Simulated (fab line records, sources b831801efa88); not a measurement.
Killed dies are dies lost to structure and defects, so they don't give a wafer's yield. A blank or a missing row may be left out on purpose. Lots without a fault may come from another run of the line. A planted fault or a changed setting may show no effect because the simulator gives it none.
Which tool did it? | flow gf180mcu | 14 lots, 42 wafers sampled, at 4 steps of a route of 602

WHAT THE GAUGES READ, wafer by wafer
The record holds no reading of a measuring or inspecting step that can be judged against a usual standard deviation.

WHICH TOOL RAN EACH LOT (tool, then ch and the chambers of the sampled wafers, then the start)
lot  | GF_HV_LDD_COAT_02                 | GF_V1_CMP_04                  | GF_V4_ETCH_16                      | GF_MIM_SPUTTER_01
L596 | litho_track-04 ch 0, day 9 11:04  | cmp-01 ch 1,2,3, day 16 21:26 | rie_diel-04 ch 0,1,2, day 24 05:01 | pvd_sputter-03, day 24 06:28
L598 | litho_track-01 ch 0, day 10 01:32 | cmp-02 ch 0,2,3, day 17 14:02 | rie_diel-04 ch 1,3, day 24 22:15   | pvd_sputter-02, day 24 23:47
L599 | litho_track-04 ch 0, day 10 11:27 | cmp-01 ch 1,2, day 18 03:19   | rie_diel-02 ch 1,2, day 25 07:03   | pvd_sputter-03, day 25 08:54
L600 | litho_track-03 ch 0, day 10 15:39 | cmp-02 ch 1,2, day 18 11:20   | rie_diel-04 ch 1,2, day 25 17:18   | pvd_sputter-02, day 25 18:55
L601 | litho_track-04 ch 0, day 10 21:48 | cmp-02 ch 0,3, day 18 17:33   | rie_diel-04 ch 1,2, day 25 23:27   | pvd_sputter-04, day 26 00:59
L602 | litho_track-01 ch 0, day 11 08:29 | cmp-02 ch 0,1,3, day 19 08:47 | rie_diel-01 ch 0,2, day 26 11:06   | pvd_sputter-02, day 26 12:33
L603 | litho_track-04 ch 0, day 11 15:45 | cmp-01 ch 1,2,3, day 19 15:44 | rie_diel-04 ch 0,2,3, day 26 17:41 | pvd_sputter-02, day 26 19:08
L605 | litho_track-03 ch 0, day 12 02:09 | cmp-02 ch 0,1,2, day 20 06:00 | rie_diel-04 ch 0,1,3, day 27 04:39 | pvd_sputter-04, day 27 06:08
L606 | litho_track-03 ch 0, day 12 11:07 | cmp-01 ch 0,1,2, day 20 17:32 | rie_diel-02 ch 0,2, day 27 16:19   | pvd_sputter-04, day 27 17:46
L608 | litho_track-04 ch 0, day 13 05:45 | cmp-01 ch 1,2,3, day 21 18:38 | rie_diel-01 ch 2,3, day 28 13:36   | pvd_sputter-04, day 28 15:05
L610 | litho_track-03 ch 0, day 13 16:04 | cmp-01 ch 1,2,3, day 22 03:43 | rie_diel-02 ch 1,2, day 28 19:45   | pvd_sputter-04, day 28 21:13
L614 | litho_track-03 ch 0, day 15 05:24 | cmp-02 ch 2,3, day 23 22:43   | rie_diel-01 ch 0,2, day 30 06:27   | pvd_sputter-03, day 30 08:07
L615 | litho_track-03 ch 0, day 15 16:34 | cmp-01 ch 0,1,2, day 24 08:19 | rie_diel-04 ch 0,1,2, day 30 14:34 | pvd_sputter-03, day 30 16:04
L616 | litho_track-03 ch 0, day 15 22:34 | cmp-02 ch 0,3, day 24 15:49   | rie_diel-01 ch 1,2, day 30 20:40   | pvd_sputter-03, day 30 22:10
- GF_HV_LDD_COAT_02: resist thk 1000 nm.
- GF_V1_CMP_04: polishes SiO2.
- GF_V4_ETCH_16: etches BARC in N2/H2.
- GF_MIM_SPUTTER_01: material TiN, target thk 30 nm, time 25 s.

WHAT THE TOOLS THEMSELVES READ (means of the sampled wafers that have a number; where no wafer has one, the mark that the record gives instead)
GF_HV_LDD_COAT_02.
lot  | tool           | chill_plate_temp_C (C) | spin_speed_rpm (rpm)
L596 | litho_track-04 | 22.91                  | 3002.3
L598 | litho_track-01 | 22.96                  | 3001.2
L599 | litho_track-04 | 23.06                  | 2999.7
L600 | litho_track-03 | 23.04                  | 3002.1
L601 | litho_track-04 | 22.82                  | 2999.1
L602 | litho_track-01 | 22.92                  | 3001.2
L603 | litho_track-04 | 23.06                  | 3000.9
L605 | litho_track-03 | 23.11                  | 2999.9
L606 | litho_track-03 | 23.03                  | 2999.3
L608 | litho_track-04 | 22.81                  | 3000.4
L610 | litho_track-03 | 23.04                  | 2999.1
L614 | litho_track-03 | 23.13                  | 2941.4
L615 | litho_track-03 | 22.91                  | 2940.6
L616 | litho_track-03 | 23.07                  | 2943.8

GF_V1_CMP_04.
lot  | tool   | motor_current_A (A) | time_to_endpoint_s (s)
L596 | cmp-01 | 13.0                | 89
L598 | cmp-02 | 11.3                | 77
L599 | cmp-01 | 13.8                | 78
L600 | cmp-02 | 13.6                | 73
L601 | cmp-02 | 10.0                | 78
L602 | cmp-02 | 11.0                | 80
L603 | cmp-01 | 12.9                | 73
L605 | cmp-02 | 12.4                | 74
L606 | cmp-01 | 13.3                | 82
L608 | cmp-01 | 13.2                | 82
L610 | cmp-01 | 13.4                | 76
L614 | cmp-02 | 12.3                | 75
L615 | cmp-01 | 13.5                | 78
L616 | cmp-02 | 9.6                 | 91

GF_V4_ETCH_16.
lot  | tool        | drypump_motor_current_A (A) | oes_product_au (a.u.) | throttle_valve_pct (%)
L596 | rie_diel-04 | 5.4                         | 0.851                 | 13.234
L598 | rie_diel-04 | 5.6                         | 0.850                 | 13.220
L599 | rie_diel-02 | 5.1                         | 0.858                 | 13.216
L600 | rie_diel-04 | 5.5                         | 0.857                 | 13.225
L601 | rie_diel-04 | 5.5                         | 0.852                 | 13.220
L602 | rie_diel-01 | 5.8                         | 0.854                 | 13.224
L603 | rie_diel-04 | 5.5                         | 0.849                 | 13.221
L605 | rie_diel-04 | 5.5                         | 0.854                 | 13.230
L606 | rie_diel-02 | 5.9                         | 0.850                 | 13.227
L608 | rie_diel-01 | 5.7                         | 0.856                 | 13.229
L610 | rie_diel-02 | 5.1                         | 0.857                 | 13.226
L614 | rie_diel-01 | 5.8                         | 0.849                 | 13.234
L615 | rie_diel-04 | 5.4                         | 0.857                 | 13.226
L616 | rie_diel-01 | 5.7                         | 0.853                 | 13.231

GF_MIM_SPUTTER_01.
lot  | tool           | throttle_valve_pct (%)
L596 | pvd_sputter-03 | 30.7
L598 | pvd_sputter-02 | 28.9
L599 | pvd_sputter-03 | 29.4
L600 | pvd_sputter-02 | 29.5
L601 | pvd_sputter-04 | 29.7
L602 | pvd_sputter-02 | 29.1
L603 | pvd_sputter-02 | 29.8
L605 | pvd_sputter-04 | 29.5
L606 | pvd_sputter-04 | 29.6
L608 | pvd_sputter-04 | 29.7
L610 | pvd_sputter-04 | 29.6
L614 | pvd_sputter-03 | 30.1
L615 | pvd_sputter-03 | 30.2
L616 | pvd_sputter-03 | 30.1

THE ANSWER, worked out from the rows above alone
Rule: what is usual is taken from the lots themselves. Put in order of their means at a reading, lots are off if they are a third of the lots or fewer, leave a main group of 4 or more, and stand apart from it by a gap of 3 or more times the standard deviation of the main group's means; of several such gaps the widest counts. A main group whose means are all the same, to the digits that the tables above print for the reading, isn't used. A lot without any number at a reading at which 4 lots or more have one is off too. The other lots that the step has rows for count as sound. The gauges are gone through in route order, then the tools' own readings, and for those a lot's mean is taken as printed above. The first step at which some lot is off is used, and at that step the reading that is off furthest; a lot without a number counts as furthest.
Off: L614, L615, L616, at GF_HV_LDD_COAT_02 (spin_speed_rpm). The main group: mean 3000.5 rpm, standard deviation 1.1.
A tool fits if, at that step or a process step before it, it ran every lot that is off, and no sound lot after the first of them. One fits: litho_track-03 at GF_HV_LDD_COAT_02. Its last sound lot is L610 (day 13 16:04), its first lot that is off L614 (day 15 05:24): a fault that began between those two fits.
The tool's own readings at GF_HV_LDD_COAT_02 bear it out: on the lots that are off they differ by more than 5 times the standard deviation of the sound lots' means. spin_speed_rpm reads 2941.9 rpm there against 3000.5 rpm on the sound lots.

WHAT THE SIMULATOR HAD PUT IN
Process parameter drift: litho_track-03, from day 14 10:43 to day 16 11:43, at GF_HV_LDD_COAT_02. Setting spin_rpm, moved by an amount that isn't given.
Lots struck among those shown: L614, L615, L616. The rule above found the same.
